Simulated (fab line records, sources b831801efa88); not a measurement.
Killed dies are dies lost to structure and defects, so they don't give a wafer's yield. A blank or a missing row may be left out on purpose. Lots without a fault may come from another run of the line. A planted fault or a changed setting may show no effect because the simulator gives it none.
Which tool did it? | flow sky130 | 24 lots, 72 wafers sampled, at 6 steps of a route of 708

WHAT THE GAUGES READ, wafer by wafer
SKY_SD_P_CD_MEAS_07: target cd 380 nm. Usual: cd_nm 379.5 nm, standard deviation 2.7.
lot  | measured     | on        | cd_nm (nm)        | flag
L074 | day 26 03:31 | cd_sem-02 | 380.0 384.8 382.5 |
L075 | day 26 04:27 | cd_sem-02 | 378.6 376.6 377.5 |
L076 | day 26 11:47 | cd_sem-02 | 379.7 380.6 379.4 |
L078 | day 27 07:58 | cd_sem-02 | 380.2 380.3 381.9 |
L077 | day 27 08:17 | cd_sem-02 | 380.1 378.3 379.2 |
L080 | day 27 18:46 | cd_sem-01 | 378.6 377.6 377.9 |
L079 | day 27 20:56 | cd_sem-01 | 372.4 376.2 372.8 |
L081 | day 28 04:40 | cd_sem-01 | 383.2 381.5 383.8 |
L082 | day 28 06:46 | cd_sem-02 | 378.0 377.5 377.2 |
L083 | day 28 18:13 | cd_sem-02 | 379.4 377.7 377.3 |
L084 | day 29 00:20 | cd_sem-01 | 378.2 382.0 379.7 |
L085 | day 29 09:28 | cd_sem-02 | 376.9 376.9 375.5 |
L087 | day 29 17:36 | cd_sem-01 | 375.8 372.3 375.8 |
L086 | day 29 18:58 | cd_sem-01 | 383.3 382.7 383.6 |
L088 | day 29 21:33 | cd_sem-01 | 377.4 380.2 377.8 |
L089 | day 30 02:42 | cd_sem-02 | 381.3 383.6 380.6 |
L090 | day 30 15:48 | cd_sem-02 | 381.1 379.4 381.0 |
L091 | day 31 14:34 | cd_sem-02 | 380.2 376.9 379.1 |
L092 | day 31 16:40 | cd_sem-01 | 381.0 381.8 381.3 |
L093 | day 32 01:47 | cd_sem-02 | 382.2 381.4 385.2 |
L094 | day 32 02:57 | cd_sem-02 | 378.1 378.1 379.5 |
L095 | day 32 17:42 | cd_sem-02 | 384.3 378.6 378.2 |
L096 | day 32 20:59 | cd_sem-01 | 378.3 378.7 380.0 |
L097 | day 32 21:34 | cd_sem-02 | 382.3 381.3 383.0 |

SKY_VIA1_BOW_MEAS_03. Usual: VIA1_BOW 82 um, standard deviation 7.5.
lot  | measured     | on            | VIA1_BOW (um) | flag
L074 | day 33 11:19 | film_metro-02 | 80 85 68      |
L075 | day 33 11:45 | film_metro-03 | 92 94 98      |
L076 | day 33 15:31 | film_metro-02 | 89 89 86      |
L078 | day 34 13:05 | film_metro-03 | 84 76 79      |
L077 | day 34 14:32 | film_metro-02 | 77 73 77      |
L080 | day 34 21:56 | film_metro-02 | 85 79 69      |
L079 | day 34 23:36 | film_metro-03 | 84 97 77      |
L081 | day 35 07:25 | film_metro-03 | 81 80 85      |
L082 | day 35 08:32 | film_metro-02 | 73 82 87      |
L083 | day 35 21:29 | film_metro-02 | 72 78 80      |
L084 | day 36 00:57 | film_metro-02 | 78 91 79      |
L085 | day 36 10:02 | film_metro-01 | 81 87 75      |
L087 | day 36 17:19 | film_metro-03 | 96 92 95      |
L086 | day 36 18:50 | film_metro-02 | 72 79 73      |
L088 | day 36 20:48 | film_metro-03 | 86 86 78      |
L089 | day 37 02:52 | film_metro-03 | 86 89 102     |
L090 | day 37 14:09 | film_metro-02 | 80 90 81      |
L091 | day 38 12:21 | film_metro-03 | 75 88 86      |
L092 | day 38 13:16 | film_metro-02 | 89 72 87      |
L093 | day 38 21:53 | film_metro-03 | 78 80 90      |
L094 | day 38 23:08 | film_metro-03 | 81 93 79      |
L095 | day 39 13:56 | film_metro-01 | 81 95 84      |
L096 | day 39 16:23 | film_metro-02 | 79 75 70      |
L097 | day 39 17:34 | film_metro-03 | 96 73 83      |

SKY_METAL3_CD_MEAS_13: target cd 300 nm. Usual: cd_nm 300.5 nm, standard deviation 1.5.
lot  | measured     | on        | cd_nm (nm)        | flag
L074 | day 39 02:52 | cd_sem-01 | 301.2 302.4 302.2 |
L075 | day 39 03:48 | cd_sem-02 | 300.4 300.3 300.3 |
L076 | day 39 04:31 | cd_sem-02 | 304.0 302.5 303.2 |
L078 | day 40 01:30 | cd_sem-01 | 300.1 300.5 299.4 |
L077 | day 40 02:54 | cd_sem-02 | 300.6 300.6 301.2 |
L080 | day 40 10:26 | cd_sem-02 | 302.1 302.1 303.2 |
L079 | day 40 11:27 | cd_sem-02 | 299.0 300.1 298.5 |
L081 | day 40 17:22 | cd_sem-01 | 299.4 299.6 299.9 |
L082 | day 40 20:36 | cd_sem-02 | 299.8 300.3 301.6 |
L083 | day 41 07:17 | cd_sem-02 | 301.5 302.2 301.3 |
L084 | day 41 11:04 | cd_sem-01 | 301.2 301.0 300.4 |
L085 | day 41 19:15 | cd_sem-01 | 301.4 300.7 302.6 |
L087 | day 42 02:16 | cd_sem-01 | 297.1 297.3 297.9 |
L086 | day 42 04:41 | cd_sem-01 | 301.5 302.0 300.9 |
L088 | day 42 05:23 | cd_sem-01 | 299.4 298.2 300.2 |
L089 | day 42 10:51 | cd_sem-01 | 300.9 302.2 302.2 |
L090 | day 42 21:44 | cd_sem-02 | 301.9 301.3 302.5 |
L091 | day 43 17:27 | cd_sem-01 | 297.9 297.8 297.4 |
L092 | day 43 19:09 | cd_sem-02 | 297.8 298.4 297.8 |
L093 | day 44 02:07 | cd_sem-01 | 300.9 301.4 300.2 |
L094 | day 44 02:47 | cd_sem-01 | 301.5 301.9 300.2 |
L095 | day 44 15:29 | cd_sem-02 | 300.1 300.5 300.4 |
L096 | day 44 20:55 | cd_sem-02 | 300.5 299.6 300.0 |
L097 | day 44 21:15 | cd_sem-01 | 300.4 300.1 300.8 |

SKY_VIA3_RS_MEAS_22: measures by four-point-probe. Usual: VIA3_W_RS 0.294 ohm/sq, standard deviation 0.0063.
lot  | measured     | on            | VIA3_W_RS (ohm/sq) | flag
L074 | day 40 05:55 | film_metro-03 | 0.307 0.294 0.300  |
L075 | day 40 07:02 | film_metro-02 | 0.290 0.290 0.302  |
L076 | day 40 07:41 | film_metro-03 | 0.286 0.296 0.284  |
L078 | day 41 03:50 | film_metro-01 | 0.293 0.294 0.300  |
L077 | day 41 05:20 | film_metro-01 | 0.289 0.293 0.288  |
L080 | day 41 13:01 | film_metro-02 | 0.292 0.291 0.288  |
L079 | day 41 14:09 | film_metro-02 | 0.305 0.307 0.296  |
L081 | day 41 22:58 | film_metro-02 | 0.303 0.297 0.304  |
L082 | day 42 01:43 | film_metro-01 | 0.287 0.287 0.289  |
L083 | day 42 08:48 | film_metro-02 | 0.294 0.299 0.306  |
L084 | day 42 12:28 | film_metro-03 | 0.295 0.306 0.303  |
L085 | day 42 21:29 | film_metro-03 | 0.296 0.295 0.294  |
L087 | day 43 04:15 | film_metro-03 | 0.299 0.291 0.299  |
L086 | day 43 06:24 | film_metro-01 | 0.294 0.290 0.287  |
L088 | day 43 07:07 | film_metro-02 | 0.300 0.300 0.304  |
L089 | day 43 12:05 | film_metro-03 | 0.285 0.281 0.296  |
L090 | day 43 23:02 | film_metro-01 | 0.297 0.290 0.290  |
L091 | day 44 18:39 | film_metro-01 | 0.301 0.304 0.303  |
L092 | day 44 20:17 | film_metro-03 | 0.294 0.286 0.294  |
L093 | day 45 02:29 | film_metro-03 | 0.288 0.291 0.289  |
L094 | day 45 03:25 | film_metro-01 | 0.292 0.296 0.284  |
L095 | day 45 15:22 | film_metro-03 | 0.285 0.290 0.283  |
L096 | day 45 21:26 | film_metro-01 | 0.296 0.287 0.296  |
L097 | day 45 21:38 | film_metro-03 | 0.292 0.297 0.289  |

WHICH TOOL RAN EACH LOT (tool, then ch and the chambers of the sampled wafers, then the start)
lot  | SKY_VIA2_CMP_02               | SKY_VIA3_CVD_21
L074 | cmp-01 ch 0,2, day 35 18:58   | cvd_w-02 ch 0,1, day 40 05:46
L075 | cmp-02 ch 0,2,3, day 35 19:49 | cvd_w-02 ch 0,1, day 40 06:54
L076 | cmp-02 ch 1,2,3, day 35 21:31 | cvd_w-01 ch 0,1, day 40 07:33
L078 | cmp-02 ch 0,2,3, day 36 19:20 | cvd_w-02 ch 0,1, day 41 03:43
L077 | cmp-01 ch 0,1,2, day 36 20:19 | cvd_w-01 ch 0,1, day 41 05:11
L080 | cmp-02 ch 0,2, day 37 04:56   | cvd_w-01 ch 0,1, day 41 12:53
L079 | cmp-01 ch 0,3, day 37 06:10   | cvd_w-02 ch 0,1, day 41 14:01
L081 | cmp-01 ch 1,3, day 37 12:48   | cvd_w-02 ch 0,1, day 41 22:49
L082 | cmp-01 ch 0,1,3, day 37 16:07 | cvd_w-01 ch 0, day 42 01:34
L083 | cmp-01 ch 0,1,2, day 38 03:34 | cvd_w-02 ch 0,1, day 42 08:40
L084 | cmp-02 ch 0,1, day 38 06:17   | cvd_w-02 ch 0,1, day 42 12:20
L085 | cmp-01 ch 0,3, day 38 16:30   | cvd_w-02 ch 0, day 42 21:21
L087 | cmp-01 ch 0,1,3, day 38 23:26 | cvd_w-02 ch 0,1, day 43 04:08
L086 | cmp-02 ch 1,2,3, day 39 00:56 | cvd_w-01 ch 0,1, day 43 06:16
L088 | cmp-02 ch 0,3, day 39 03:29   | cvd_w-02 ch 0,1, day 43 06:59
L089 | cmp-01 ch 1,2,3, day 39 08:49 | cvd_w-01 ch 0,1, day 43 11:58
L090 | cmp-02 ch 0,3, day 39 19:32   | cvd_w-02 ch 0,1, day 43 22:55
L091 | cmp-01 ch 0,1,2, day 40 16:08 | cvd_w-02 ch 1, day 44 18:31
L092 | cmp-01 ch 1,2,3, day 40 17:58 | cvd_w-01 ch 0,1, day 44 20:10
L093 | cmp-02 ch 1,3, day 41 01:23   | cvd_w-01 ch 0,1, day 45 02:22
L094 | cmp-02 ch 0,1,3, day 41 02:25 | cvd_w-01 ch 0,1, day 45 03:17
L095 | cmp-01 ch 0,1,2, day 41 17:06 | cvd_w-01 ch 0,1, day 45 15:14
L096 | cmp-02 ch 0,1,3, day 41 22:52 | cvd_w-01 ch 0,1, day 45 21:17
L097 | cmp-01 ch 0,2,3, day 41 23:25 | cvd_w-02 ch 0,1, day 45 21:31
- SKY_VIA2_CMP_02: polishes SiO2.
- SKY_VIA3_CVD_21: deposits W, target thk 390 nm, time 117.31 s.

WHAT THE TOOLS THEMSELVES READ (means of the sampled wafers that have a number; where no wafer has one, the mark that the record gives instead)
SKY_VIA2_CMP_02. Usual: motor_current_A 12.1 A, standard deviation 1.5; slurry_flow_ml_min 150.1, standard deviation 0.46.
lot  | tool   | motor_current_A (A) | slurry_flow_ml_min | flag
L074 | cmp-01 | 13.9                | 150.7              |
L075 | cmp-02 | 11.7                | 150.2              |
L076 | cmp-02 | 11.2                | 149.8              |
L078 | cmp-02 | 11.5                | 150.0              |
L077 | cmp-01 | 12.7                | 150.3              |
L080 | cmp-02 | 11.9                | 150.3              |
L079 | cmp-01 | 13.2                | 150.1              |
L081 | cmp-01 | 11.3                | 150.0              |
L082 | cmp-01 | 12.4                | 150.4              |
L083 | cmp-01 | 12.8                | 149.8              |
L084 | cmp-02 | 11.7                | 150.0              |
L085 | cmp-01 | 13.4                | 150.2              |
L087 | cmp-01 | 12.8                | 149.9              |
L086 | cmp-02 | 11.3                | 149.9              |
L088 | cmp-02 | 12.0                | 149.7              |
L089 | cmp-01 | 11.5                | 150.1              |
L090 | cmp-02 | 11.2                | 150.3              |
L091 | cmp-01 | 12.9                | 150.3              |
L092 | cmp-01 | 11.9                | 150.3              |
L093 | cmp-02 | 11.0                | 150.2              |
L094 | cmp-02 | 11.5                | 149.8              |
L095 | cmp-01 | 12.4                | 150.0              |
L096 | cmp-02 | 11.3                | 149.5              |
L097 | cmp-01 | 13.1                | 150.0              |

SKY_VIA3_CVD_21. Usual: heater_power_w 835 W, standard deviation 37.
lot  | tool     | heater_power_w (W) | flag
L074 | cvd_w-02 | 854                |
L075 | cvd_w-02 | 848                |
L076 | cvd_w-01 | 800                |
L078 | cvd_w-02 | 844                |
L077 | cvd_w-01 | 822                |
L080 | cvd_w-01 | 813                |
L079 | cvd_w-02 | 856                |
L081 | cvd_w-02 | 861                |
L082 | cvd_w-01 | 775                |
L083 | cvd_w-02 | 857                |
L084 | cvd_w-02 | 864                |
L085 | cvd_w-02 | 843                |
L087 | cvd_w-02 | 861                |
L086 | cvd_w-01 | 818                |
L088 | cvd_w-02 | 842                |
L089 | cvd_w-01 | 805                |
L090 | cvd_w-02 | 864                |
L091 | cvd_w-02 | 879                |
L092 | cvd_w-01 | 812                |
L093 | cvd_w-01 | 792                |
L094 | cvd_w-01 | 796                |
L095 | cvd_w-01 | 792                |
L096 | cvd_w-01 | 813                |
L097 | cvd_w-02 | 863                |

THE ANSWER, worked out from the rows above alone
Rule: a lot is off if the mean of its wafers that have a number lies more than 3 standard deviations from the usual mean. A lot without any number at a reading at which 4 lots or more have one is off too. The other lots that the step has rows for count as sound. The gauges are gone through in route order, then the tools' own readings, and for those a lot's mean is taken as printed above. The first step at which some lot is off is used, and at that step the reading that is off furthest; a lot without a number counts as furthest.
No lot is off at any reading shown: from this, nothing can be told.

WHAT THE SIMULATOR HAD PUT IN
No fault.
